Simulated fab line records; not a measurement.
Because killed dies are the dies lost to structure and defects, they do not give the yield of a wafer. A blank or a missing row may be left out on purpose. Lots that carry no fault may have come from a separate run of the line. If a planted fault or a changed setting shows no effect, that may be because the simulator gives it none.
What tool caused it?	flow gf180mcu	24 lots, 72 wafers sampled, at 6 steps of a route of 602

## WHAT EACH GAUGE READ, for each wafer
GF_HV_LDD_TW_MEAS_11. Usual: HV_LDD_TW typically reads 2417, with standard deviation 18.
lot	measured	on	HV_LDD_TW	flag
L074	day 9 23:13	film_metro-01	2414 2423 2426	
L075	day 10 05:31	film_metro-03	2437 2403 2405	
L076	day 10 14:04	film_metro-03	2418 2416 2411	
L077	day 10 22:25	film_metro-01	2418 2435 2418	
L078	day 11 05:36	film_metro-01	2451 2446 2432	
L079	day 11 14:23	film_metro-03	2438 2408 2421	
L080	day 11 22:51	film_metro-01	2431 2430 2450	
L081	day 12 05:44	film_metro-04	2386 2404 2409	
L082	day 12 13:32	film_metro-01	2444 2425 2431	
L083	day 12 19:32	film_metro-04	2388 2391 2411	
L084	day 13 04:33	film_metro-04	2405 2403 2392	
L085	day 13 08:34	film_metro-04	2397 2386 2408	
L086	day 13 21:40	film_metro-01	2417 2417 2415	
L087	day 14 02:39	film_metro-01	2441 2440 2441	
L088	day 14 07:02	film_metro-01	2441 2450 2446	
L089	day 14 15:35	film_metro-01	2437 2442 2442	
L090	day 15 00:28	film_metro-04	2404 2388 2389	
L091	day 15 05:55	film_metro-01	2438 2431 2439	
L092	day 15 13:17	film_metro-03	2395 2392 2409	
L093	day 15 19:41	film_metro-04	2388 2392 2398	
L094	day 16 05:20	film_metro-03	2395 2386 2401	
L095	day 16 12:28	film_metro-01	2424 2427 2432	
L096	day 16 19:26	film_metro-03	2401 2406 2402	
L097	day 17 00:31	film_metro-01	2443 2438 2450	

GF_V3_CD_MEAS_14: target cd 260 nm. Usual: cd_nm reads 259.5 nm (standard deviation 1.3).
lot	measured	on	cd_nm (nm)	flag
L074	day 22 08:49	cd_sem-02	260.7 260.6 260.7	
L075	day 22 15:17	cd_sem-02	259.2 258.7 258.6	
L076	day 23 03:16	cd_sem-01	259.3 259.3 259.4	
L077	day 23 14:47	cd_sem-02	258.0 258.7 258.8	
L078	day 23 21:01	cd_sem-02	257.5 258.3 259.2	
L079	day 24 07:32	cd_sem-01	258.5 259.1 258.5	
L080	day 24 18:23	cd_sem-01	261.5 260.2 262.1	
L081	day 25 04:31	cd_sem-01	258.7 259.2 259.6	
L082	day 25 10:59	cd_sem-02	259.2 258.1 257.8	
L083	day 25 16:48	cd_sem-01	260.6 260.3 259.4	
L084	day 26 04:23	cd_sem-01	260.4 260.4 260.9	
L085	day 26 04:58	cd_sem-01	260.5 259.8 260.4	
L086	day 26 22:38	cd_sem-02	258.7 258.7 258.4	
L087	day 26 23:56	cd_sem-01	260.9 262.0 261.8	
L088	day 27 06:11	cd_sem-02	258.9 258.7 258.5	
L089	day 27 13:05	cd_sem-02	257.9 259.0 257.5	
L090	day 27 22:20	cd_sem-01	259.1 259.0 259.8	
L091	day 28 02:02	cd_sem-01	259.7 260.4 259.8	
L092	day 28 08:53	cd_sem-01	260.3 260.1 259.6	
L093	day 28 15:27	cd_sem-02	259.1 259.0 257.9	
L094	day 28 23:35	cd_sem-02	260.8 261.2 260.7	
L095	day 29 03:11	cd_sem-01	260.1 259.3 259.4	
L096	day 29 09:34	cd_sem-02	259.1 258.5 258.3	
L097	day 29 16:11	cd_sem-02	260.7 261.5 260.4	

GF_V5_BOW_MEAS_05. Usual: V5_BOW typically reads 134 um, with standard deviation 8.2.
lot	measured	on	V5_BOW (um)	flag
L074	day 26 08:01	film_metro-04	127 130 124	
L075	day 26 13:44	film_metro-04	118 131 126	
L076	day 27 00:43	film_metro-03	132 139 130	
L077	day 27 10:35	film_metro-03	138 142 133	
L078	day 27 16:59	film_metro-02	129 125 137	
L079	day 28 01:33	film_metro-03	130 127 134	
L080	day 28 10:41	film_metro-03	140 142 137	
L081	day 28 20:16	film_metro-02	142 128 130	
L082	day 29 03:17	film_metro-04	134 124 129	
L083	day 29 16:23	film_metro-03	142 143 141	
L084	day 29 18:02	film_metro-02	126 136 146	
L085	day 29 18:38	film_metro-04	139 140 133	
L086	day 30 09:37	film_metro-04	136 131 131	
L087	day 30 11:09	film_metro-02	132 115 132	
L088	day 30 17:31	film_metro-03	137 139 139	
L089	day 30 23:23	film_metro-02	140 147 144	
L090	day 31 07:20	film_metro-04	146 134 138	
L091	day 31 11:13	film_metro-04	143 154 145	
L092	day 31 16:55	film_metro-03	133 123 132	
L093	day 31 23:35	film_metro-04	134 129 124	
L094	day 32 06:26	film_metro-04	144 136 144	
L095	day 32 09:46	film_metro-04	149 139 130	
L096	day 32 15:08	film_metro-03	141 135 141	
L097	day 32 21:46	film_metro-04	127 131 120	

## EACH LOT AND THE TOOL THAT RAN IT (in order: tool; ch and the chambers of the sampled wafers; start)
lot	GF_V2_CMP_04	GF_V2_SPUTTER_21	GF_V3_CMP_26
L074	cmp-01 ch 0,2,3, day 19 03:56	pvd_sputter-02, day 20 06:13	cmp-02 ch 0,1,3, day 22 10:02
L075	cmp-02 ch 0,1,3, day 19 12:04	pvd_sputter-04, day 20 13:17	cmp-02 ch 1,2,3, day 22 16:32
L076	cmp-01 ch 0,2, day 20 01:01	pvd_sputter-01, day 21 01:52	cmp-01 ch 0,2,3, day 23 04:34
L077	cmp-02 ch 0,2,3, day 20 12:46	pvd_sputter-01, day 21 14:32	cmp-02 ch 0,1,2, day 23 16:00
L078	cmp-02 ch 0,2, day 20 18:55	pvd_sputter-02, day 21 21:05	cmp-02 ch 1,2,3, day 23 22:16
L079	cmp-02 ch 0,1, day 21 07:43	pvd_sputter-04, day 22 08:07	cmp-02 ch 1,2, day 24 08:45
L080	cmp-02 ch 0,2, day 21 18:20	pvd_sputter-01, day 22 19:00	cmp-01 ch 0,1,3, day 24 19:37
L081	cmp-02 ch 2,3, day 22 05:24	pvd_sputter-01, day 23 05:59	cmp-02 ch 1,2, day 25 05:43
L082	cmp-02 ch 0,2,3, day 22 12:08	pvd_sputter-01, day 23 12:46	cmp-01 ch 0,2, day 25 12:14
L083	cmp-01 ch 0,2,3, day 22 19:22	pvd_sputter-04, day 23 18:58	cmp-01 ch 0,1,3, day 25 18:01
L084	cmp-01 ch 1,2,3, day 23 06:17	pvd_sputter-01, day 24 05:57	cmp-01 ch 0,2,3, day 26 05:35
L085	cmp-01 ch 0,2,3, day 23 07:43	pvd_sputter-02, day 24 07:29	cmp-02 ch 1,2, day 26 06:11
L086	cmp-02 ch 0,2, day 24 02:55	pvd_sputter-01, day 25 02:05	cmp-01 ch 1,2,3, day 26 23:53
L087	cmp-02 ch 1,2,3, day 24 04:35	pvd_sputter-01, day 25 03:20	cmp-01 ch 0,1, day 27 01:08
L088	cmp-01 ch 1,2,3, day 24 12:22	pvd_sputter-02, day 25 11:07	cmp-01 ch 0,1,3, day 27 07:23
L089	cmp-01 ch 0,2, day 24 17:56	pvd_sputter-04, day 25 16:50	cmp-02 ch 0,1,2, day 27 14:18
L090	cmp-01 ch 1,2,3, day 25 04:28	pvd_sputter-01, day 26 02:52	cmp-01 ch 0,2,3, day 27 23:32
L091	cmp-01 ch 0,2, day 25 09:07	pvd_sputter-04, day 26 07:07	cmp-01 ch 0,1,2, day 28 03:19
L092	cmp-02 ch 1,2,3, day 25 16:44	pvd_sputter-04, day 26 15:22	cmp-01 ch 1,2, day 28 10:08
L093	cmp-01 ch 0,1,2, day 25 22:52	pvd_sputter-04, day 26 21:10	cmp-02 ch 0,2, day 28 16:40
L094	cmp-02 ch 0,1,3, day 26 08:22	pvd_sputter-01, day 27 06:22	cmp-01 ch 0,1,3, day 29 00:47
L095	cmp-01 ch 1,2,3, day 26 12:59	pvd_sputter-02, day 27 10:06	cmp-02 ch 0,1,2, day 29 04:23
L096	cmp-01 ch 0,2, day 26 18:58	pvd_sputter-02, day 27 17:07	cmp-02 ch 0,1,3, day 29 10:48
L097	cmp-01 ch 0,2, day 27 01:40	pvd_sputter-02, day 27 23:13	cmp-01 ch 2,3, day 29 17:59
- GF_V2_CMP_04: polishes SiO2.
- GF_V2_SPUTTER_21: material Ti, target thk 15 nm, time 80.02 s.
- GF_V3_CMP_26: polishes, stops on SiO2, t overpolish 15 s, target thk 0 nm.

## WHAT THE TOOLS THEMSELVES READ (means of the sampled wafers that have a number; where no wafer has one, the mark that the record gives instead)
GF_V2_CMP_04. Usual: motor_current_A 11.8 A, standard deviation 1.2; platen_rpm 60.00 rpm, standard deviation 0.04; retaining_ring_pressure_frac 1.000, standard deviation 0.0056; time_to_endpoint_s 80 s, standard deviation 4.6.
lot	tool	motor_current_A (A)	platen_rpm (rpm)	retaining_ring_pressure_frac	time_to_endpoint_s (s)	flag
L074	cmp-01	10.9	60.00	0.997	79	
L075	cmp-02	11.7	59.97	0.994	79	
L076	cmp-01	11.5	60.00	0.995	82	
L077	cmp-02	12.4	60.02	1.001	75	
L078	cmp-02	12.5	59.99	0.995	79	
L079	cmp-02	10.9	60.00	0.997	79	
L080	cmp-02	12.7	60.02	1.005	78	
L081	cmp-02	12.6	60.04	1.008	80	
L082	cmp-02	12.7	59.98	1.003	82	
L083	cmp-01	11.2	59.98	1.001	82	
L084	cmp-01	11.3	59.98	0.996	85	
L085	cmp-01	11.1	59.98	0.998	85	
L086	cmp-02	13.3	60.00	0.998	76	
L087	cmp-02	11.4	60.03	1.000	81	
L088	cmp-01	11.0	59.98	1.004	78	
L089	cmp-01	11.7	59.96	1.009	83	
L090	cmp-01	11.5	59.98	1.002	75	
L091	cmp-01	11.3	59.99	1.006	80	
L092	cmp-02	12.2	60.01	1.000	82	
L093	cmp-01	11.8	60.01	1.000	77	
L094	cmp-02	12.0	60.03	1.003	77	
L095	cmp-01	11.2	60.00	0.998	72	
L096	cmp-01	12.0	60.02	1.005	77	
L097	cmp-01	11.9	60.02	0.996	80	

GF_V2_SPUTTER_21. Usual: substrate_temp_c 199.97 C, standard deviation 0.16; throttle_valve_pct 29.7 %, standard deviation 1.2.
lot	tool	substrate_temp_c (C)	throttle_valve_pct (%)	flag
L074	pvd_sputter-02	199.89	29.9	
L075	pvd_sputter-04	199.93	29.9	
L076	pvd_sputter-01	199.96	28.6	
L077	pvd_sputter-01	199.93	29.1	
L078	pvd_sputter-02	200.07	29.9	
L079	pvd_sputter-04	199.87	28.6	
L080	pvd_sputter-01	200.03	28.3	
L081	pvd_sputter-01	200.06	30.1	
L082	pvd_sputter-01	199.83	29.0	
L083	pvd_sputter-04	199.94	29.6	
L084	pvd_sputter-01	199.98	30.3	
L085	pvd_sputter-02	199.97	30.4	
L086	pvd_sputter-01	199.99	30.4	
L087	pvd_sputter-01	199.94	29.8	
L088	pvd_sputter-02	199.85	30.1	
L089	pvd_sputter-04	199.92	29.5	
L090	pvd_sputter-01	199.89	29.2	
L091	pvd_sputter-04	199.96	29.6	
L092	pvd_sputter-04	200.04	29.4	
L093	pvd_sputter-04	200.07	29.9	
L094	pvd_sputter-01	199.91	29.9	
L095	pvd_sputter-02	199.94	30.3	
L096	pvd_sputter-02	200.04	29.9	
L097	pvd_sputter-02	200.03	29.9	

GF_V3_CMP_26. Usual: motor_current_A 10.8 A, standard deviation 1.1; overpolish_run_s 15.000 s, standard deviation 0.0097; platen_rpm 60.00 rpm, standard deviation 0.042; retaining_ring_pressure_frac 1.000, standard deviation 0.005; time_to_endpoint_s 83.5 s, standard deviation 2.9.
lot	tool	motor_current_A (A)	overpolish_run_s (s)	platen_rpm (rpm)	retaining_ring_pressure_frac	time_to_endpoint_s (s)	flag
L074	cmp-02	10.7	14.997	59.97	1.000	81.8	
L075	cmp-02	10.7	14.999	59.98	0.997	82.3	
L076	cmp-01	10.2	15.000	59.97	1.000	83.7	
L077	cmp-02	10.7	15.005	60.01	1.000	82.3	
L078	cmp-02	10.5	15.003	59.99	1.000	84.7	
L079	cmp-02	10.5	15.003	60.03	0.998	81.7	
L080	cmp-01	10.7	15.010	60.00	0.998	86.5	
L081	cmp-02	10.0	14.991	59.98	1.006	79.2	
L082	cmp-01	10.5	15.004	60.00	1.002	81.7	
L083	cmp-01	10.8	15.000	59.98	1.003	84.7	
L084	cmp-01	10.0	14.994	59.98	1.004	82.5	
L085	cmp-02	10.5	14.997	60.04	0.997	80.8	
L086	cmp-01	10.7	14.996	60.01	1.000	82.9	
L087	cmp-01	11.0	14.988	60.03	0.992	80.3	
L088	cmp-01	10.9	15.008	60.00	0.994	81.6	
L089	cmp-02	11.1	14.997	60.04	0.999	88.2	
L090	cmp-01	10.3	15.005	59.98	1.000	85.1	
L091	cmp-01	10.7	14.996	59.99	0.997	84.6	
L092	cmp-01	10.7	15.017	60.00	0.999	84.2	
L093	cmp-02	12.0	15.004	60.02	1.002	84.6	
L094	cmp-01	10.7	15.004	60.00	1.003	80.9	
L095	cmp-02	10.9	15.008	60.04	0.999	87.5	
L096	cmp-02	11.1	15.002	59.95	1.003	91.2	
L097	cmp-01	10.0	14.999	60.03	0.996	81.3	

## THE ANSWER, worked out from the rows above alone
Rule: lot off if the mean of its wafers having a number is beyond 3 standard deviations from the usual mean. Also off: a lot with no number at a reading for which 4 or more lots have one. All remaining lots with rows at the step are treated as sound. Order of review: gauges by route order, followed by the tools' own readings, for which a lot's mean as printed above is used. The first step at which some lot is off is used, and at that step the reading that is off furthest; a lot without a number counts as furthest.
No lot is off on any of the readings shown, so nothing can be concluded from this.

## WHAT THE SIMULATOR HAD INSERTED
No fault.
